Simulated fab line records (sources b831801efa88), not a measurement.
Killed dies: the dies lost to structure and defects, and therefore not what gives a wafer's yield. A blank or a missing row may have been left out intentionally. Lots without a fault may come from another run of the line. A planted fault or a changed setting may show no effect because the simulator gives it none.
fab line records    flow sfqLine
record: lots: 13  wafers: 39  lastDay: 87
route steps=325 shown L0@14 M1@59
lots that met no fault: taken from a fault-free run of the same line
startH: the number of hours between the record's first day and the start of the first shown wafer of the lot    waitH: hours from the lot's prior step to this one    " unchanged from the row above    L1.1+2: several wafers, shown together as one row    - no value, or no start was given    * or withheld: withheld    < > ~ a bound
route shown NAME@n: NAME is a module with steps in the file, n the number in the route of the first one    usual: the fault-free wafers' mean and standard deviation    same: alike in all rows    chamber/n: place in a boat    sites: each site's reading    _std_site: standard deviation of those values    _edge_site: inner sites' mean taken away from outer sites' mean    radiusMm: how far each site lies from the wafer's centre    mask NAME#n: copy n    behind: the tool/chamber that last shaped the wafer    hold: the reason the lot was held/the length of the hold in hours/how it ended    device: the transistor (n, p or np) that didn't switch    end of line: tests of these same wafers at the route's end    a step with no rows: only its recipe    killed: dies lost to structure and defects at the first sort, not the wafer's yield    map: shows each die of a wafer: x if killed, . if not, _ if none is there
set.NAME: setting as actually run; set.NAME@STEP: the setting as run at that earlier step    model.NAME: the simulator's own value behind a step, which no gauge read
the route's steps for a sample of lots (tables are steps, rows are wafers)
services: when a tool's chamber went out of use (startH, in hours from the record's first day, below 0 if earlier), for how many hours, and the reason
== steps ==
step: SFQ_TRILAYER_L0_STRIP_STRIP_009
recipe: gas: O2  powerW: 200  platenTempC: 40  overashFraction: 0.65  chemistry: O2  pressureMtorr: 50
usual: drypumpMotorCurrentA: 5.30/0.28  oesProductAu: 0.998/0.0085  platenTempC: 40.02/0.12
lot.wafer  tool         chamber  startH  waitH  drypumpMotorCurrentA  oesProductAu  platenTempC  rfHoursCounterH
L960.2     rieMetal-01  1        37.95   0.0    5.39                  0.993         39.87        212
L960.4     "            0        "       "      5.35                  1.001         40.14        -
L960.6     "            1        "       "      5.39                  0.998         40.03        -
L961.1     rieMetal-02  1        39.15   0.0    5.67                  0.986         40.06        4
L961.3     "            1        "       "      5.66                  0.991         40.08        -
L961.6     "            1        "       "      5.70                  0.991         39.94        -
L965.3     rieMetal-04  0        67.47   0.4    4.87                  0.998         40.00        -
L965.4     "            0        "       "      4.85                  1.004         40.03        -
L965.6     "            0        "       "      4.85                  1.007         40.12        -
L968.2     rieMetal-01  0        82.12   0.0    5.34                  0.999         39.95        64
L968.3     "            1        "       "      5.39                  1.007         40.03        -
L968.6     "            0        "       "      5.38                  0.992         40.08        -
L969.1     rieMetal-04  1        86.92   0.0    5.48                  0.991         39.91        1
L969.3     "            0        "       "      4.90                  1.010         39.87        -
L969.6     "            0        "       "      4.87                  0.998         39.83        -
L973.1     rieMetal-04  0        104.92  0.0    4.88                  0.995         39.98        75
L973.3     "            0        "       "      4.88                  0.998         40.10        -
L973.4     "            1        "       "      5.45                  1.001         39.91        -
L976.1     rieMetal-04  0        116.92  0.0    4.89                  0.994         39.92        78
L976.2     "            1        "       "      5.45                  1.003         40.18        6
L976.3     "            1        "       "      5.46                  1.002         40.06        -
L977.1     rieMetal-04  0        119.32  0.0    4.88                  0.998         40.01        78
L977.3     "            1        "       "      5.45                  0.987         39.89        -
L977.6     "            1        "       "      5.46                  0.983         39.88        -
L979.3     rieMetal-01  0        133.97  0.2    5.33                  1.016         40.08        -
L979.4     "            1        "       "      5.39                  1.010         40.15        -
L979.6     "            0        "       "      5.33                  1.011         40.03        -
L980.1     rieMetal-04  1        139.77  0.0    5.46                  0.991         39.92        10
L980.4     "            0        "       "      4.87                  0.998         40.03        -
L980.5     "            1        "       "      5.46                  0.982         39.84        -
L981.1     rieMetal-01  0        144.57  0.0    5.32                  1.006         39.89        75
L981.3     "            0        "       "      5.32                  1.003         39.81        -
L981.6     "            1        "       "      5.38                  1.006         39.91        -
L982.3     rieMetal-02  1        150.77  0.2    5.71                  0.984         40.17        -
L982.4     "            0        "       "      5.47                  0.983         39.86        -
L982.5     "            0        "       "      5.46                  0.988         40.04        -
L983.1     rieMetal-02  1        152.97  0.0    5.71                  1.000         40.10        25
L983.2     "            0        "       "      5.45                  0.999         39.88        188
L983.3     "            0        "       "      5.46                  0.998         39.86        -
step: SFQ_TRILAYER_M1_DEP_SPUTTER_037
recipe: material: Nb  basePressurePa: 1.33e-06  chamberPressurePa: 0.1333  substrateTempC: 20  resputterCathodeVoltageV: 400  targetThkNm: 200  powerW: 2000  timeS: 133.3
usual: throttleValvePct: 30.0/1.2
lot.wafer  tool           chamber  startH  waitH  throttleValvePct
L960.2     pvdSputter-05  -        232.53  0.0    30.4
L960.4     "              -        "       "      29.5
L960.6     "              -        "       "      29.2
L961.1     pvdSputter-06  -        243.33  0.0    28.9
L961.3     "              -        "       "      29.4
L961.6     "              -        "       "      28.9
L965.3     pvdSputter-03  -        270.93  0.0    31.6
L965.4     "              -        "       "      31.6
L965.6     "              -        "       "      27.8
L968.2     pvdSputter-03  -        284.15  0.0    31.5
L968.3     "              -        "       "      27.8
L968.6     "              -        "       "      27.7
L969.1     pvdSputter-06  -        287.73  0.0    29.1
L969.3     "              -        "       "      30.5
L969.6     "              -        "       "      31.2
L973.1     pvdSputter-06  -        312.93  0.0    30.8
L973.3     "              -        "       "      29.2
L973.4     "              -        "       "      31.4
L976.1     pvdSputter-06  -        334.98  0.0    28.5
L976.2     "              -        "       "      29.2
L976.3     "              -        "       "      30.7
L977.1     pvdSputter-06  -        343.78  0.0    28.8
L977.3     "              -        "       "      29.2
L977.6     "              -        "       "      29.4
L979.3     pvdSputter-05  -        357.98  0.0    30.5
L979.4     "              -        "       "      31.2
L979.6     "              -        "       "      30.3
L980.1     pvdSputter-03  -        371.18  0.0    30.5
L980.4     "              -        "       "      28.8
L980.5     "              -        "       "      31.8
L981.1     pvdSputter-03  -        374.86  0.0    30.5
L981.3     "              -        "       "      28.0
L981.6     "              -        "       "      28.6
L982.3     pvdSputter-03  -        383.20  0.0    28.6
L982.4     "              -        "       "      27.7
L982.5     "              -        "       "      28.7
L983.1     pvdSputter-05  -        385.60  0.0    29.4
L983.2     "              -        "       "      30.3
L983.3     "              -        "       "      30.5
step: SFQ_M1_RS_MEAS_909
recipe: thkMeasGauge: four-point-probe  reads: Nb_of_TRILAYER_M1_DEP_SPUTTER_037
usual: M1_NB_RS: 0.891/0.0098
lot.wafer  tool          chamber  startH  waitH  M1_NB_RS[ohm/sq]
L960.2     filmMetro-03  -        232.64  0.1    0.891
L960.4     "             -        "       "      0.895
L960.6     "             -        "       "      0.897
L961.1     filmMetro-01  -        243.42  0.0    0.873
L961.3     "             -        "       "      0.879
L961.6     "             -        "       "      0.875
L965.3     filmMetro-01  -        271.06  0.1    0.902
L965.4     "             -        "       "      0.897
L965.6     "             -        "       "      0.900
L968.2     filmMetro-01  -        284.26  0.1    0.895
L968.3     "             -        "       "      1.122
L968.6     "             -        "       "      1.120
L969.1     filmMetro-03  -        287.82  0.0    0.863
L969.3     "             -        "       "      0.869
L969.6     "             -        "       "      0.874
L973.1     filmMetro-01  -        313.02  0.0    0.889
L973.3     "             -        "       "      0.891
L973.4     "             -        "       "      0.891
L976.1     filmMetro-01  -        335.12  0.1    0.884
L976.2     "             -        "       "      0.889
L976.3     "             -        "       "      0.874
L977.1     filmMetro-02  -        343.87  0.0    0.905
L977.3     "             -        "       "      0.905
L977.6     "             -        "       "      0.909
L979.3     filmMetro-02  -        358.11  0.1    0.905
L979.4     "             -        "       "      0.898
L979.6     "             -        "       "      0.902
L980.1     filmMetro-02  -        371.27  0.0    0.885
L980.4     "             -        "       "      0.885
L980.5     "             -        "       "      0.892
L981.1     filmMetro-02  -        374.95  0.0    0.896
L981.3     "             -        "       "      0.890
L981.6     "             -        "       "      0.897
L982.3     filmMetro-01  -        383.33  0.1    0.909
L982.4     "             -        "       "      0.894
L982.5     "             -        "       "      0.911
L983.1     filmMetro-02  -        385.69  0.0    0.901
L983.2     "             -        "       "      0.905
L983.3     "             -        "       "      0.912
step: SFQ_TRILAYER_M1_ETCH_METAL_ETCH_042
recipe: target: Nb  stopOn: SiO2  maskMaterial: PR  chemistry: Cl2/Ar  targetDepthNm: 240  icpW: 600  biasW: 80  pressureMtorr: 10  timeS: 120
usual: drypumpMotorCurrentA: 5.33/0.26  oesProductAu: 0.894/0.0068
lot.wafer  tool         chamber  startH  waitH  drypumpMotorCurrentA  oesProductAu  rfHoursCounterH
L960.2     rieMetal-02  0        336.99  0.1    5.49                  0.891         -
L960.4     "            0        "       "      5.46                  0.888         -
L960.6     "            0        "       "      5.48                  0.893         -
L961.1     rieMetal-01  1        351.09  0.0    5.38                  0.902         53
L961.3     "            1        "       "      5.40                  0.893         -
L961.6     "            0        "       "      5.34                  0.903         -
L965.3     rieMetal-01  0        383.53  0.1    5.36                  0.897         -
L965.4     "            1        "       "      5.40                  0.890         -
L965.6     "            1        "       "      5.39                  0.884         -
L968.2     rieMetal-02  0        400.29  0.0    5.45                  0.895         33
L968.3     "            1        "       "      5.67                  0.786         -
L968.6     "            1        "       "      5.64                  0.789         -
L969.1     rieMetal-02  1        407.49  0.0    5.69                  0.912         71
L969.3     "            0        "       "      5.49                  0.902         -
L969.6     "            1        "       "      5.66                  0.900         -
L973.1     rieMetal-04  1        437.18  0.0    5.45                  0.896         65
L973.3     "            0        "       "      4.88                  0.890         -
L973.4     "            1        "       "      5.47                  0.903         -
L976.1     rieMetal-04  1        460.73  0.0    5.43                  0.901         70
L976.2     "            0        "       "      4.91                  0.890         144
L976.3     "            1        "       "      5.47                  0.906         -
L977.1     rieMetal-02  0        470.33  0.0    5.50                  0.888         45
L977.3     "            0        "       "      5.46                  0.884         -
L977.6     "            0        "       "      5.49                  0.882         -
L979.3     rieMetal-04  1        485.97  0.1    5.46                  0.883         -
L979.4     "            0        "       "      4.90                  0.884         -
L979.6     "            0        "       "      4.90                  0.896         -
L980.1     rieMetal-04  1        497.58  0.0    5.45                  0.898         76
L980.4     "            0        "       "      4.86                  0.912         -
L980.5     "            1        "       "      5.44                  0.893         -
L981.1     rieMetal-02  0        501.18  0.0    5.52                  0.890         50
L981.3     "            1        "       "      5.66                  0.891         -
L981.6     "            1        "       "      5.67                  0.888         -
L982.3     rieMetal-01  0        513.12  0.1    5.31                  0.881         -
L982.4     "            0        "       "      5.34                  0.892         -
L982.5     "            0        "       "      5.34                  0.893         -
L983.1     rieMetal-04  1        515.38  0.0    5.45                  0.893         80
L983.2     "            0        "       "      4.88                  0.895         154
L983.3     "            1        "       "      5.45                  0.881         -
== services ==
tool           chamber  startH  hours  kind
rieMetal-01    -        24.26   2.8    pm
pvdSputter-05  -        43.16   1.7    repair
pvdSputter-03  -        50.85   3.3    repair
pvdSputter-06  -        102.99  14.1   repair
pvdSputter-03  -        159.59  1.6    repair
pvdSputter-06  -        178.30  8.3    repair
rieMetal-04    0        197.34  3.8    repair
rieMetal-01    1        201.06  4.0    repair
pvdSputter-06  -        211.84  3.6    repair
rieMetal-04    -        234.97  1.4    pm
pvdSputter-03  -        244.94  7.9    repair
rieMetal-04    -        246.62  0.6    repair
rieMetal-02    -        254.97  2.8    pm
rieMetal-01    0        303.92  1.1    repair
rieMetal-02    1        332.00  11.1   repair
rieMetal-04    1        332.29  11.3   repair
rieMetal-02    0        345.60  3.7    repair
rieMetal-01    -        354.57  0.5    repair
pvdSputter-03  -        394.25  0.6    repair
rieMetal-01    -        436.29  0.4    repair
pvdSputter-06  -        443.46  25.3   repair
rieMetal-01    -        484.38  0.6    repair
rieMetal-04    -        504.65  2.8    pm
rieMetal-01    1        509.90  7.3    repair
== key ==
firstSign: step: SFQ_M1_RS_MEAS_909  reading: M1_NB_RS  direction: up  sigmas: 23  usual: 0.891  struck: 1.121
effect: step: SFQ_TRILAYER_M1_ETCH_METAL_ETCH_042  reading: oesProductAu  direction: down  sigmas: 16  usual: 0.894  struck: 0.787
metAt SFQ_TRILAYER_M1_DEP_SPUTTER_037
struckLots L968
struckWafers L968.3,L968.6
notActingAt SFQ_TRILAYER_L0_STRIP_STRIP_009
onsetBetween 270.93 284.15
fault: kind: processParameterDrift  tool: pvdSputter-03  chamber: -  onsetH: 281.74  steps: SFQ_TRILAYER_M1_DEP_SPUTTER_037  channel: timeS  offset: *  shape: step  endH: 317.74  actsIn: *  stated: *  scope: struckWafersOnly
